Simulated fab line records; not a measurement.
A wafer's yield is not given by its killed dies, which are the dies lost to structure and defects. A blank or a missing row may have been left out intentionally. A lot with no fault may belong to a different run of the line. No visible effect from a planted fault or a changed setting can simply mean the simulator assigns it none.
Comparing a struck lot with a sound one + flow sky130 + 15 steps out of a route of 708
Sound: wafers L279.1, L279.5, L279.6. Struck: wafer L286.4 (left out: L286.2, L286.3 of the same lot, which were not struck); the cause appears at the end.
Order at every step that has rows: each side's tool, ch and its chambers, its first start. Under that, the readings that differ: sound wafers + struck wafers + difference of the means + sigmas: that difference in standard deviations of wafers without a fault.
alike: readings with means less than 2 such deviations apart, plus words and numbers identical on both sides. not compared: withheld readings, readings lacking a value on some wafer, bounds such as >300 that could conceal the same value, and numbers that have no deviation in the record and whose values overlap.
The two part at a step that has a row with sigmas, a row that says differs or no value, or rows on one side only. When numbers do not overlap yet have no deviation, they are printed without sigmas and do not part them. A reading that every wafer of one side lacks parts them only if that side has two wafers or more.

first, 6 steps without rows for these wafers: SKY_METAL4_COAT_07 (resist thk 60 nm); SKY_METAL4_COAT_08 (resist thk 1140 nm); SKY_METAL4_SOFTBAKE_09 (time 90 s); SKY_METAL4_EXPOSE_10 (exposes mask MM4, target cd 300 nm); SKY_METAL4_PEB_11; SKY_METAL4_DEVELOP_12 (develop time 60 s).
SKY_METAL4_CD_MEAS_13: target cd 300 nm.
  struck on cd sem-02, day 46 15:58; sound on cd sem-02, day 45 03:43
  alike: cd nm
SKY_METAL4_OVL_MEAS_14:
  struck on overlay-02, day 46 16:04; sound on overlay-01, day 45 03:50
  alike: METAL4_OVL
SKY_METAL4_DESCUM_15: chemistry O2, time 8 s.
  sound on rie metal-01 ch 0,1, day 45 03:52; struck on rie metal-04 ch 0, day 46 16:05
  alike: chamber pressure mTorr, drypump motor current A, oes product au
  not compared: rf hours counter h
SKY_METAL4_ETCH_16: etches BARC in N2/H2, stops on SiO2, time 88.2 s, target depth 60 nm.
  sound on rie metal-01 ch 0,1, day 45 03:54; struck on rie metal-04 ch 0, day 46 16:08
  alike: chamber pressure mTorr, drypump motor current A, oes product au, throttle valve pct
  not compared: rf hours counter h
SKY_METAL4_ETCH_17: etches SiO2 in C4F8/O2/Ar, stops on TiN, time 3.9 s, target depth 15 nm.
  sound on rie diel-03 ch 0,1,3, day 45 03:59; struck on rie diel-02 ch 1, day 46 16:13
  alike: chamber pressure mTorr, oes product au
  not compared: rf hours counter h
SKY_METAL4_METAL_ETCH_18: etches the open film in Cl2/BCl3, stops on SiO2, target depth 845 nm, time 183.1 s.
  sound on rie metal-02 ch 0,1, day 45 04:01; struck on rie metal-01 ch 1, day 46 16:14
| reading                | sound                | struck | difference | sigmas |
|------------------------|----------------------|--------|------------|--------|
| oes product au (a.u.)  | 0.874 0.867 0.877    | 0.858  | -0.015     | -2     |
| throttle valve pct (%) | 22.274 22.266 22.250 | 22.244 | -0.019     | -2     |
  alike: chamber pressure mTorr, drypump motor current A
  not compared: rf hours counter h
SKY_METAL4_STRIP_19: strips in O2/N2.
  sound on plasma asher-01 ch 0,1, day 45 04:11; struck on plasma asher-03 ch 0, day 46 16:25
| reading                      | sound          | struck | difference | sigmas |
|------------------------------|----------------|--------|------------|--------|
| overash fraction             | 0.5 0.5 0.5    | 0.7    | +0.2       |        |
| strip time to endpoint s (s) | 6.43 6.59 6.37 | 6.67   | +0.21      | +2     |
  alike: chamber pressure mTorr, drypump motor current A, oes product au
  not compared: rf hours counter h
then, 1 step without rows for these wafers: SKY_METAL4_STRIP_20 (strips in post etch residue remover, time 1200 s).
-- the record jumps here: 3 days lie between the struck wafers' starts before and after (it left off in module METAL4 and takes up again in module PAD_OPEN, whose first step shown is number 708 of the route) --
SKY_PAD_OPEN_PROBE_99:
  struck on prober-01, day 50 02:02; sound on prober-01, day 48 17:25
  alike: defect limited yield, killed_at_M0_to_M3, killed_at_M4_up, killed at contacts, killed at front end, killed at other, killed dies, killed open, killed short, sort_bin_3_pad_short, sort_bin_5_function, sort_bin_6_memory, sort n pass, sort yield pct

== WHERE THEY PART ==
First at SKY_METAL4_METAL_ETCH_18; last, within this record, at SKY_METAL4_STRIP_19. Later steps at which nothing parts them and some readings are alike: SKY_PAD_OPEN_PROBE_99.

WHY: the cause the simulator had injected
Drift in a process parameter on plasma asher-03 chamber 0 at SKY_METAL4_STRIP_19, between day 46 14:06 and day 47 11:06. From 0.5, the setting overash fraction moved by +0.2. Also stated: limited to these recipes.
